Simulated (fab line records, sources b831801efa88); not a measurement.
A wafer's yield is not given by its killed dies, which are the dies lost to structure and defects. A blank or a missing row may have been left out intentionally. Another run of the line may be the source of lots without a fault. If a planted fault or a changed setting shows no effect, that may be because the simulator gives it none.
Chamber matching + flow gf180mcu + GF_CONTACT_CMP_04 on cmp-02 has 4 sister chambers
The step polishes SiO2. 16 wafers are shown with their chamber, then 8 later ones without.

WAFERS, EACH WITH ITS CHAMBER
| wafer  | chamber | motor_current_A (A) | time_to_endpoint_s (s) |
|--------|---------|---------------------|------------------------|
| L123.1 | 2       | 10.5                | 110                    |
| L123.5 | 1       | 11.1                | 124                    |
| L123.6 | 2       | 11.0                | 114                    |
| L124.1 | 2       | 11.0                | 104                    |
| L124.2 | 3       | 13.4                | 118                    |
| L124.5 | 0       | 12.0                | 118                    |
| L126.2 | 3       | 13.6                | 109                    |
| L126.3 | 0       | 11.5                | 116                    |
| L126.6 | 2       | 11.2                | 116                    |
| L128.1 | 2       | 11.2                | 103                    |
| L128.2 | 0       | 12.1                | 106                    |
| L128.6 | 2       | 11.3                | 117                    |
| L129.1 | 3       | 13.1                | 109                    |
| L129.5 | 1       | 11.2                | 124                    |
| L129.6 | 0       | 11.7                | 126                    |
| L130.2 | 0       | 12.4                | 109                    |

SIGNATURES (averages over the wafers above)
| reading            | chamber 0 | chamber 1 | chamber 2 | chamber 3 | scatter within a chamber |
|--------------------|-----------|-----------|-----------|-----------|--------------------------|
| motor_current_A    | 11.940    | 11.150    | 11.033    | 13.367    | 0.294                    |
| time_to_endpoint_s | 115.00    | 124.00    | 110.67    | 112.00    | 6.36                     |
Rule: for each reading, subtract the chamber's mean from the wafer's reading, divide by that reading's scatter and square the result; add these up over the readings and take the root, which gives the wafer's distance from the chamber. The wafer belongs to the nearest chamber; if the next one is less than 2 further off, it can't be placed. The scatter: the root of (the sum of the squares of (reading less its chamber's mean) over the shown wafers, divided by (wafers less chambers)).

WAFERS WHOSE CHAMBER IS MISSING
| wafer  | motor_current_A (A) | time_to_endpoint_s (s) |
|--------|---------------------|------------------------|
| L130.4 | 11.2                | 99                     |
| L130.5 | 10.6                | 116                    |
| L131.1 | 10.4                | 113                    |
| L131.4 | 13.1                | 113                    |
| L131.6 | 11.4                | 110                    |
| L132.2 | 13.1                | 100                    |
| L132.3 | 11.6                | 109                    |
| L132.6 | 10.9                | 106                    |

THE CHAMBER EACH PASSED THROUGH
| wafer  | from the rows above          | in truth |
|--------|------------------------------|----------|
| L130.4 | can't be placed: 2 or 0      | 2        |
| L130.5 | can't be placed: 2 or 1      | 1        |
| L131.1 | can't be placed: 2 or 1      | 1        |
| L131.4 | 3                            | 3        |
| L131.6 | can't be placed: 2 or 0 or 1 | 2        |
| L132.2 | 3                            | 3        |
| L132.3 | can't be placed: 0 or 2 or 1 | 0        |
| L132.6 | 2                            | 2        |
Correctly placed: 3 of 8. Unplaceable from these rows: 5, with the true chamber sitting among the candidates in 5. Placed wrongly: 0.
